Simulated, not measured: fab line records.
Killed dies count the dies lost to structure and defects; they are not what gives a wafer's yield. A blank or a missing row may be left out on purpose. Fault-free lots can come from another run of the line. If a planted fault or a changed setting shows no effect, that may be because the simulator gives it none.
Matching of chambers + flow gf180mcu + 4 sister chambers for GF_V3_ETCH_16 on rie_diel-02
The step etches BARC in N2/H2. 14 wafers are shown with their chamber, then 6 later ones without.

## WAFERS WITH THEIR CHAMBER
| wafer  | chamber | oes_product_au (a.u.) | throttle_valve_pct (%) |
|--------|---------|-----------------------|------------------------|
| L563.1 | 0       | 0.853                 | 13.236                 |
| L563.3 | 1       | 0.857                 | 13.241                 |
| L563.6 | 1       | 0.857                 | 13.215                 |
| L572.1 | 0       | 0.858                 | 13.231                 |
| L572.5 | 3       | 0.857                 | 13.227                 |
| L580.1 | 1       | 0.852                 | 13.231                 |
| L580.2 | 3       | 0.861                 | 13.221                 |
| L580.4 | 0       | 0.850                 | 13.219                 |
| L581.1 | 0       | 0.859                 | 13.220                 |
| L581.2 | 2       | 0.848                 | 13.216                 |
| L581.5 | 1       | 0.850                 | 13.221                 |
| L583.3 | 1       | 0.849                 | 13.242                 |
| L583.4 | 2       | 0.850                 | 13.213                 |
| L583.5 | 2       | 0.856                 | 13.240                 |

SIGNATURES, as means of the wafers listed above
| reading            | chamber 0 | chamber 1 | chamber 2 | chamber 3 | scatter within a chamber |
|--------------------|-----------|-----------|-----------|-----------|--------------------------|
| oes_product_au     | 0.85500   | 0.85300   | 0.85133   | 0.85900   | 0.00393                  |
| throttle_valve_pct | 13.22650  | 13.23000  | 13.22300  | 13.22400  | 0.0111                   |
Rule: for each reading, subtract the chamber's mean from the wafer's reading, divide by that reading's scatter and square the result; add these up over the readings and take the root, which gives the wafer's distance from the chamber. If the next closest chamber is less than 2 further off than the closest, the wafer can't be placed; otherwise it belongs to the closest. The scatter is the square root of a quotient: the sum, over the shown wafers, of each reading's squared deviation from its chamber's mean, divided by wafers minus chambers.

## WAFERS MISSING THEIR CHAMBER
| wafer  | oes_product_au (a.u.) | throttle_valve_pct (%) |
|--------|-----------------------|------------------------|
| L584.3 | 0.851                 | 13.240                 |
| L584.5 | 0.857                 | 13.208                 |
| L584.6 | 0.858                 | 13.244                 |
| L585.2 | 0.863                 | 13.222                 |
| L585.4 | 0.856                 | 13.235                 |
| L585.5 | 0.859                 | 13.228                 |

## WHICH CHAMBER EACH ONE RAN IN
| wafer  | from the rows above               | in truth |
|--------|-----------------------------------|----------|
| L584.3 | can't be placed: 1 or 2 or 0 or 3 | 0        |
| L584.5 | can't be placed: 3 or 0 or 2 or 1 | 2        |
| L584.6 | can't be placed: 0 or 1 or 3 or 2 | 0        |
| L585.2 | can't be placed: 3 or 0 or 1 or 2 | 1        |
| L585.4 | can't be placed: 0 or 1 or 3 or 2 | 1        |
| L585.5 | can't be placed: 3 or 0 or 1 or 2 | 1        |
Correctly placed: 0 of 6. From these rows, 6 cannot be placed; in 6 the true chamber is one of the candidates. 0 placed wrongly.
